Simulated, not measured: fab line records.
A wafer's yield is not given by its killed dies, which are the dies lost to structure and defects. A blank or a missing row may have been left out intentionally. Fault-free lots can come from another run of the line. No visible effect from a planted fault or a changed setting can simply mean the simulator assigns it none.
fab line records    flow sky130
record: lots: 7  wafers: 21  last-day: 48
route steps=708 shown LDD_N@252 LDD_P@255 LDD_HVN@267 PAD_OPEN@708
lots untouched by any fault: they come from a run of this same line in which no faults occurred
start-h: hours from the record's opening day to when the first of the lot's shown wafers began    wait-h: how many hours have passed since the lot's step before this one    " same as the row above    L1.1+2: a row that stands for several wafers    - no value present, or no start provided    * or withheld: withheld    < > ~ a bound
route shown NAME@n: a module of which the file shows steps, and the number in the route of the first    usual: average and standard deviation across the fault-free wafers    same: alike in all rows    chamber/n: place in a boat    sites: per-site readings    _std_site: how widely they spread, as a standard deviation    _edge_site: inner sites' mean taken away from outer sites' mean    radius-mm: for every site, how far away it sits from the centre of the wafer    mask NAME#n: copy n    behind: tool/chamber where the wafer was last shaped    hold: reason for holding the lot/hours on hold/outcome of the hold    device: which transistor (n, p or np) failed to switch    end of line: the tests these same wafers got at the end of their route    a step with no rows: only its recipe    killed: at the first sort, the dies lost to defects and structure; wafer yield is something else    map: per-die view of a wafer (x killed, . not killed, _ where there is no die)
set.NAME: the setting as run; set.NAME@STEP: as run at that earlier step    model.NAME: the simulator's own value behind a step, which no gauge read
lots seen at some steps along the route; tables by step, rows by wafer
services: a tool's chamber out of use, with start hour (start-h, from the record's first day; less than 0 if before it), hours out, and reason
== steps ==
step: SKY_LDD_N_IMPLANT_15
recipe: species: BF2  energy-kev: 50  dose-cm2: 5e+12  tilt-deg: 30  rotation-deg: 270
step: SKY_LDD_N_STRIP_16
recipe: chemistry: O2/N2  power-w: 1400  pressure-mtorr: 1500  platen-temp-c: withheld  o2-flow-sccm: 3000  n2-flow-sccm: 300  overash-fraction: 0.5
usual: drypump-motor-current-A: 5.6/0.32  oes-product-au: 0.406/0.0047  strip-time-to-endpoint-s: 4.315/0.014
lot.wafer  tool             chamber  start-h  wait-h  drypump-motor-current-A  oes-product-au  rf-hours-counter-h  strip-time-to-endpoint-s
L632.1     plasma-asher-03  0        420.25   0.1     5.2                      0.409           73                  4.324
L632.2     "                1        "        "       6.0                      0.402           73                  4.315
L632.6     "                0        "        "       5.1                      0.407           -                   4.297
L634.1     plasma-asher-03  0        447.19   0.1     5.1                      0.405           77                  4.306
L634.2     "                1        "        "       6.0                      0.407           77                  4.319
L634.3     "                0        "        "       5.1                      0.401           -                   4.328
L636.2     plasma-asher-04  1        467.84   0.1     5.9                      0.409           4                   4.333
L636.3     "                0        "        "       5.6                      0.403           -                   4.312
L636.4     "                1        "        "       5.9                      0.407           -                   4.314
L637.3     plasma-asher-02  1        468.38   0.1     5.5                      0.405           -                   4.343
L637.4     "                0        "        "       5.5                      0.402           -                   4.316
L637.6     "                0        "        "       5.6                      0.398           -                   4.307
L641.1     plasma-asher-03  0        508.07   0.1     5.1                      0.407           83                  4.324
L641.4     "                1        "        "       6.0                      0.399           -                   4.307
L641.5     "                1        "        "       6.0                      0.403           -                   4.333
L642.2     plasma-asher-04  0        513.24   0.1     5.6                      0.402           9                   4.310
L642.3     "                1        "        "       5.9                      0.399           -                   4.316
L642.5     "                1        "        "       5.9                      0.412           -                   4.307
L643.3     plasma-asher-02  0        523.35   0.1     5.6                      0.406           -                   4.318
L643.5     "                0        "        "       5.6                      0.416           -                   4.330
L643.6     "                1        "        "       5.4                      0.404           -                   4.309
step: SKY_LDD_N_TW_MEAS_17
usual: LDD_N_TW: 2568/11
lot.wafer  tool           chamber  start-h  wait-h  LDD_N_TW
L632.1     film-metro-02  -        420.35   0.1     2575
L632.2     "              -        "        "       2574
L632.6     "              -        "        "       2579
L634.1     film-metro-02  -        447.29   0.1     2543
L634.2     "              -        "        "       2548
L634.3     "              -        "        "       2542
L636.2     film-metro-02  -        467.95   0.1     2560
L636.3     "              -        "        "       2576
L636.4     "              -        "        "       2567
L637.3     film-metro-02  -        468.46   0.1     2584
L637.4     "              -        "        "       2580
L637.6     "              -        "        "       2558
L641.1     film-metro-02  -        508.20   0.1     2571
L641.4     "              -        "        "       2560
L641.5     "              -        "        "       2557
L642.2     film-metro-02  -        513.35   0.1     2563
L642.3     "              -        "        "       2566
L642.5     "              -        "        "       2549
L643.3     film-metro-04  -        523.44   0.1     2563
L643.5     "              -        "        "       2554
L643.6     "              -        "        "       2568
step: SKY_LDD_P_DEHYDRATE_00
recipe: temp-c: 200  time-s: 60
step: SKY_LDD_P_HMDS_01
recipe: prime-time-s: 60  prime-temp-c: 120
step: SKY_LDD_P_COAT_02
recipe: resist: NOVOLAK  spin-rpm: 3000  resist-thk-nm: 1140
step: SKY_LDD_P_SOFTBAKE_03
recipe: temp-c: 90  time-s: 60  resist: NOVOLAK
step: SKY_LDD_P_EXPOSE_04
recipe: mask-id: PSDM  na: 0.6  source-shape: conventional  sigma-outer: 0.6  polarization: unpolarized  target-cd-nm: 380  dose-mj: 138
step: SKY_LDD_P_PEB_05
recipe: temp-c: withheld  time-s: *  resist: NOVOLAK
step: SKY_LDD_P_DEVELOP_06
recipe: resist: NOVOLAK  developer: TMAH  develop-time-s: 60  dev-temp-c: 23
step: SKY_LDD_P_CD_MEAS_07
recipe: target-cd-nm: 380
usual: cd-nm: 379.6/2.6
lot.wafer  tool       chamber  start-h  wait-h  cd-nm
L632.1     cd-sem-02  -        451.88   0.1     380.6
L632.2     "          -        "        "       380.2
L632.6     "          -        "        "       383.3
L634.1     cd-sem-01  -        478.93   0.1     379.1
L634.2     "          -        "        "       377.4
L634.3     "          -        "        "       380.5
L636.2     cd-sem-01  -        499.68   0.1     376.9
L636.3     "          -        "        "       374.4
L636.4     "          -        "        "       374.0
L637.3     cd-sem-02  -        500.87   0.1     377.2
L637.4     "          -        "        "       381.9
L637.6     "          -        "        "       380.0
L641.1     cd-sem-01  -        539.78   0.1     381.4
L641.4     "          -        "        "       383.0
L641.5     "          -        "        "       380.6
L642.2     cd-sem-02  -        544.65   0.1     383.2
L642.3     "          -        "        "       381.2
L642.5     "          -        "        "       381.0
L643.3     cd-sem-01  -        553.85   0.1     379.4
L643.5     "          -        "        "       377.8
L643.6     "          -        "        "       377.9
step: SKY_LDD_P_OVL_MEAS_08
usual: LDD_P_OVL: 0.1/1.6
lot.wafer  tool        chamber  start-h  wait-h  LDD_P_OVL[nm]
L632.1     overlay-02  -        452.00   0.1     0.6
L632.2     "           -        "        "       0.9
L632.6     "           -        "        "       1.3
L634.1     overlay-01  -        479.05   0.1     0.8
L634.2     "           -        "        "       -0.2
L634.3     "           -        "        "       0.3
L636.2     overlay-02  -        499.78   0.1     -1.8
L636.3     "           -        "        "       1.0
L636.4     "           -        "        "       0.8
L637.3     overlay-01  -        500.96   0.1     -0.6
L637.4     "           -        "        "       -1.9
L637.6     "           -        "        "       -1.2
L641.1     overlay-02  -        539.90   0.1     1.0
L641.4     "           -        "        "       1.6
L641.5     "           -        "        "       -0.1
L642.2     overlay-02  -        544.76   0.1     -1.2
L642.3     "           -        "        "       -0.4
L642.5     "           -        "        "       -0.4
L643.3     overlay-02  -        553.94   0.1     -1.6
L643.5     "           -        "        "       -0.2
L643.6     "           -        "        "       -1.4
step: SKY_LDD_P_IMPLANT_09
recipe: species: BF2  energy-kev: 25  dose-cm2: 1e+13  tilt-deg: withheld
usual: beam-energy-keV: 25.000/0.0072  implant-ion-amu: 49/0
lot.wafer  tool          chamber  start-h  wait-h  beam-energy-keV  implant-ion-amu  model.implant.drp-nm  model.implant.rp-nm
L632.1     implanter-03  0        452.04   0.0     24.990           49               11.41                 20.63
L632.2     "             0        "        "       25.008           49               11.41                 20.63
L632.6     "             0        "        "       25.004           49               11.41                 20.63
L634.1     implanter-01  0        479.09   0.0     25.003           49               11.41                 20.37
L634.2     "             0        "        "       25.005           49               11.41                 20.37
L634.3     "             0        "        "       25.003           49               11.41                 20.37
L636.2     implanter-03  0        499.84   0.0     24.984           49               11.41                 20.51
L636.3     "             0        "        "       24.995           49               11.41                 20.51
L636.4     "             0        "        "       25.005           49               11.41                 20.51
L637.3     implanter-04  0        501.04   0.1     25.000           49               11.41                 20.37
L637.4     "             0        "        "       25.009           49               11.41                 20.37
L637.6     "             0        "        "       24.999           49               11.41                 20.37
L641.1     implanter-01  0        539.94   0.0     24.991           75               8.431                 18.6
L641.4     "             0        "        "       25.001           75               8.431                 18.6
L641.5     "             0        "        "       24.989           75               8.431                 18.6
L642.2     implanter-03  0        544.81   0.0     24.998           75               8.431                 18.62
L642.3     "             0        "        "       24.997           75               8.431                 18.62
L642.5     "             0        "        "       24.995           75               8.431                 18.62
L643.3     implanter-03  0        554.01   0.1     25.005           75               8.431                 19.06
L643.5     "             0        "        "       24.994           75               8.431                 19.06
L643.6     "             0        "        "       25.004           75               8.431                 19.06
step: SKY_LDD_P_STRIP_10
recipe: chemistry: O2/N2  power-w: 1400  pressure-mtorr: 1500  platen-temp-c: withheld  o2-flow-sccm: 3000  n2-flow-sccm: 300  overash-fraction: 0.5
usual: drypump-motor-current-A: 5.70/0.29  oes-product-au: 0.716/0.0044  strip-time-to-endpoint-s: 14.17/0.045
lot.wafer  tool             chamber  start-h  wait-h  drypump-motor-current-A  oes-product-au  rf-hours-counter-h  strip-time-to-endpoint-s
L632.1     plasma-asher-01  1        452.19   0.1     5.57                     0.719           62                  14.20
L632.2     "                0        "        "       6.35                     0.709           62                  14.22
L632.6     "                1        "        "       5.54                     0.721           -                   14.22
L634.1     plasma-asher-02  1        479.24   0.1     5.44                     0.714           34                  14.11
L634.2     "                0        "        "       5.57                     0.714           34                  14.11
L634.3     "                1        "        "       5.46                     0.709           -                   14.09
L636.2     plasma-asher-01  0        499.96   0.1     6.40                     0.714           67                  14.14
L636.3     "                1        "        "       5.54                     0.710           -                   14.17
L636.4     "                0        "        "       6.38                     0.720           -                   14.12
L637.3     plasma-asher-02  0        501.17   0.1     5.54                     0.716           -                   14.16
L637.4     "                1        "        "       5.46                     0.724           -                   14.14
L637.6     "                1        "        "       5.47                     0.720           -                   14.15
L641.1     plasma-asher-01  1        540.09   0.1     5.60                     0.726           71                  14.19
L641.4     "                1        "        "       5.56                     0.712           -                   14.17
L641.5     "                1        "        "       5.60                     0.715           -                   14.16
L642.2     plasma-asher-02  0        544.94   0.1     5.57                     0.715           40                  14.20
L642.3     "                0        "        "       5.57                     0.714           -                   14.20
L642.5     "                1        "        "       5.45                     0.721           -                   14.24
L643.3     plasma-asher-02  0        554.15   0.1     5.57                     0.717           -                   14.26
L643.5     "                1        "        "       5.43                     0.715           -                   14.28
L643.6     "                0        "        "       5.55                     0.712           -                   14.21
step: SKY_LDD_P_TW_MEAS_11
usual: LDD_P_TW: 635/4.6
lot.wafer  tool           chamber  start-h  wait-h  LDD_P_TW
L632.1     film-metro-03  -        452.29   0.1     640
L632.2     "              -        "        "       640
L632.6     "              -        "        "       641
L634.1     film-metro-03  -        479.34   0.1     646
L634.2     "              -        "        "       644
L634.3     "              -        "        "       644
L636.2     film-metro-03  -        500.07   0.1     637
L636.3     "              -        "        "       637
L636.4     "              -        "        "       639
L637.3     film-metro-01  -        501.26   0.1     629
L637.4     "              -        "        "       631
L637.6     "              -        "        "       635
L641.1     film-metro-03  -        540.19   0.1     1051
L641.4     "              -        "        "       1054
L641.5     "              -        "        "       1059
L642.2     film-metro-02  -        545.05   0.1     1039
L642.3     "              -        "        "       1039
L642.5     "              -        "        "       1038
L643.3     film-metro-01  -        554.23   0.1     1049
L643.5     "              -        "        "       1045
L643.6     "              -        "        "       1058
step: SKY_LDD_HVN_DEHYDRATE_00
recipe: temp-c: 200  time-s: 60
step: SKY_PAD_OPEN_PROBE_99
lot.wafer  tool       chamber  start-h  wait-h  model.etest.pfet_01v8.r-on-ohm-um  model.etest.pfet-g5v0d10v5.r-on-ohm-um  model.etest.pfet_01v8.drive-ua-um  model.etest.sram-pfet-latch.drive-ua-um  model.etest.pfet_01v8_hvt.drive-ua-um  model.etest.pfet_01v8_mvt.drive-ua-um  model.etest.pfet_01v8_lvt.drive-ua-um  model.etest.pfet-g5v0d10v5.drive-ua-um
L632.1     prober-01  -        1092.84  0.1     2885                               4782                                    193.8                              144.7                                    145.5                                  153.8                                  176                                    338.7
L632.2     prober-01  -        1092.89  0.1     2895                               4747                                    193.1                              144.2                                    144                                    153.5                                  175.7                                  343.8
L632.6     prober-01  -        1093.09  0.2     2827                               4704                                    198.3                              150.3                                    146.2                                  155.7                                  177.5                                  349.6
L634.1     prober-01  -        1111.16  0.1     2938                               4691                                    189.7                              143.1                                    140.5                                  150.6                                  169.7                                  346
L634.2     prober-01  -        1111.21  0.1     2908                               4590                                    194.6                              146.9                                    143.9                                  154.6                                  172.6                                  361.4
L634.3     prober-01  -        1111.26  0.2     2988                               4692                                    188.2                              144.5                                    140.3                                  150.5                                  169.3                                  349
L637.3     prober-01  -        1123.11  0.2     2943                               4706                                    188.3                              134.9                                    139.9                                  151.2                                  176.4                                  339
L637.4     prober-01  -        1123.16  0.2     2892                               4688                                    191.7                              148.6                                    144.7                                  152.3                                  177.7                                  347.1
L637.6     prober-01  -        1123.26  0.2     2896                               4694                                    190.7                              138.7                                    141.7                                  151.8                                  177.5                                  342.6
L636.2     prober-02  -        1123.70  0.1     2942                               4797                                    188.8                              143.1                                    139.8                                  151.3                                  172.2                                  342.5
L636.3     prober-02  -        1123.75  0.2     2952                               4788                                    188.5                              138.7                                    138.2                                  150.8                                  172.5                                  338.8
L636.4     prober-02  -        1123.80  0.2     2913                               4709                                    190.4                              141                                      141.3                                  152.3                                  173.3                                  344.6
L641.1     prober-02  -        1149.68  0.1     4638                               5080                                    117.8                              83.22                                    85.3                                   113.9                                  146.4                                  325.8
L641.4     prober-02  -        1149.83  0.2     4510                               5036                                    120.6                              84.08                                    86.25                                  115.5                                  146.4                                  331.5
L641.5     prober-02  -        1149.88  0.2     4461                               5075                                    122                                87.93                                    87.92                                  116.7                                  146.2                                  325.4
L642.2     prober-01  -        1157.57  0.1     4015                               4916                                    135.7                              98.81                                    99.82                                  126.3                                  153.8                                  335
L642.3     prober-01  -        1157.62  0.2     3997                               4899                                    136.7                              99.18                                    99.69                                  127                                    155.6                                  335.2
L642.5     prober-01  -        1157.72  0.2     4267                               4922                                    127.3                              91.94                                    92.47                                  121.6                                  152.3                                  335.6
L643.3     prober-02  -        1160.87  0.2     4366                               4882                                    122.7                              87.89                                    89.26                                  119.8                                  148.3                                  336.8
L643.5     prober-02  -        1160.97  0.2     4397                               4925                                    125.5                              92.41                                    88.94                                  120.8                                  148                                    339.7
L643.6     prober-02  -        1161.02  0.2     4182                               4919                                    129.4                              93.02                                    92.55                                  122.9                                  149.6                                  336.1
killed by level:class
L632.1 CONTACT:geometric-particle:open=18 LI_CONTACT:geometric-particle:open=13 VIA1:geometric-particle:open=11 VIA2:geometric-particle:open=8 VIA3:geometric-particle:open=7 CONTACT:geometric-particle:short=6 VIA1:geometric-particle:short=5 METAL2:geometric-particle:short=4
L632.2 VIA1:geometric-particle:open=12 LI_CONTACT:geometric-particle:open=8 LOCAL_INTERCONNECT:geometric-particle:short=7 VIA3:geometric-particle:open=7 CONTACT:geometric-particle:short=7 VIA2:geometric-particle:open=7 METAL1:geometric-particle:short=6 FIELD_ISO:geometric-particle:short=5
L632.6 CONTACT:geometric-particle:short=9 VIA1:geometric-particle:short=9 VIA1:geometric-particle:open=8 CONTACT:geometric-particle:open=7 LI_CONTACT:geometric-particle:open=6 METAL1:geometric-particle:short=5 VIA3:geometric-particle:open=5 FIELD_ISO:geometric-particle:open=4
L634.1 VIA1:geometric-particle:open=14 CONTACT:geometric-particle:open=11 VIA1:geometric-particle:short=8 FIELD_ISO:geometric-particle:short=7 LI_CONTACT:geometric-particle:open=7 CONTACT:geometric-particle:short=6 FIELD_ISO:geometric-particle:open=4 VIA2:geometric-particle:open=4
L634.2 CONTACT:geometric-particle:open=14 POLY_GATE:geometric-particle:open=6 VIA1:geometric-particle:open=6 VIA2:geometric-particle:open=6 LI_CONTACT:geometric-particle:open=5 FIELD_ISO:geometric-particle:open=4 METAL2:geometric-particle:short=4 CONTACT:geometric-particle:short=4
L634.3 CONTACT:geometric-particle:short=6 LOCAL_INTERCONNECT:geometric-particle:short=6 CONTACT:geometric-particle:open=6 VIA1:geometric-particle:open=6 VIA3:geometric-particle:open=6 LI_CONTACT:geometric-particle:open=5 METAL1:geometric-particle:short=5 VIA2:geometric-particle:open=5
L637.3 VIA1:geometric-particle:open=11 CONTACT:geometric-particle:open=10 METAL2:geometric-particle:short=6 VIA2:geometric-particle:open=6 POLY_GATE:geometric-particle:short=5 LI_CONTACT:geometric-particle:open=5 VIA3:geometric-particle:open=4 METAL3:geometric-particle:short=4
L637.4 CONTACT:geometric-particle:open=18 VIA1:geometric-particle:open=12 METAL1:geometric-particle:short=9 FIELD_ISO:geometric-particle:open=7 LOCAL_INTERCONNECT:geometric-particle:short=7 FIELD_ISO:geometric-particle:short=6 LI_CONTACT:geometric-particle:open=6 CONTACT:geometric-particle:short=6
L637.6 VIA1:geometric-particle:open=12 CONTACT:geometric-particle:open=11 CONTACT:geometric-particle:short=11 VIA2:geometric-particle:open=8 LI_CONTACT:geometric-particle:open=7 POLY_GATE:geometric-particle:open=6 METAL2:geometric-particle:short=6 POLY_GATE:geometric-particle:short=5
L636.2 VIA1:geometric-particle:open=9 VIA2:geometric-particle:open=9 VIA3:geometric-particle:open=9 CONTACT:geometric-particle:open=7 FIELD_ISO:geometric-particle:open=6 VIA1:geometric-particle:short=5 METAL1:geometric-particle:short=5 LI_CONTACT:geometric-particle:open=4
L636.3 CONTACT:geometric-particle:open=9 VIA1:geometric-particle:short=7 VIA3:geometric-particle:open=7 FIELD_ISO:geometric-particle:open=5 VIA1:geometric-particle:open=5 CONTACT:geometric-particle:short=5 LOCAL_INTERCONNECT:geometric-particle:short=5 VIA3:geometric-particle:short=5
L636.4 VIA1:geometric-particle:open=13 CONTACT:geometric-particle:open=8 CONTACT:geometric-particle:short=7 LI_CONTACT:geometric-particle:open=6 VIA2:geometric-particle:open=6 VIA3:geometric-particle:open=6 FIELD_ISO:geometric-particle:short=5 LOCAL_INTERCONNECT:geometric-particle:short=4
== services ==
tool             chamber  start-h  hours  kind
implanter-01     -        410.69   2.0    repair
plasma-asher-02  -        416.58   8.6    repair
plasma-asher-04  -        417.02   1.9    repair
plasma-asher-04  -        421.25   9.0    pm
plasma-asher-04  0        421.25   9.0    vent-cycle
plasma-asher-04  1        421.25   9.0    vent-cycle
plasma-asher-04  0        430.25   -      clean
plasma-asher-04  1        430.25   -      clean
plasma-asher-01  -        442.85   4.3    pm
implanter-01     -        487.35   2.6    repair
implanter-01     -        522.79   3.4    pm
implanter-03     -        533.91   4.6    repair
implanter-03     -        536.70   4.6    repair
implanter-01     -        551.24   1.9    repair
== key ==
first-sign: step: SKY_LDD_P_IMPLANT_09  reading: implant-ion-amu  direction: up  sigmas: 99+  usual: 49  struck: 75
effect: step: SKY_LDD_P_TW_MEAS_11  reading: LDD_P_TW  direction: up  sigmas: 90  usual: 635  struck: 1048
model-effect: step: SKY_LDD_P_IMPLANT_09  value: implant.drp-nm  without: 11.41  struck: 8.431
model-effect: step: SKY_PAD_OPEN_PROBE_99  value: etest.pfet_01v8.r-on-ohm-um  without: 2885  struck: 4315
met-at SKY_LDD_P_IMPLANT_09
struck-wafers L641.1,L641.4,L641.5,L642.2,L642.3,L642.5,L643.3,L643.5,L643.6
sort-left-out L641.1,L641.4,L641.5,L642.2,L642.3,L642.5,L643.3,L643.5,L643.6
tester-left-out L641,L642,L643
onset-between 499.84 539.94
fault: kind: wrong-recipe-download  tool: implanter-01,implanter-03,implanter-04  chamber: -  onset-h: 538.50  steps: SKY_LDD_P_IMPLANT_09  wrong-recipe.not-listed: 1
tester-left-out: of these lots the tester's yield and bins aren't shown, on N5 and GAA mostly nor the transistor test; their killed dies are dies lost to structure and defects alone, not to doping, threshold or leakage, so they don't give the yield
sort-left-out: the simulated sort isn't trusted on such a fault, so these wafers' sort isn't shown, and their yield isn't known
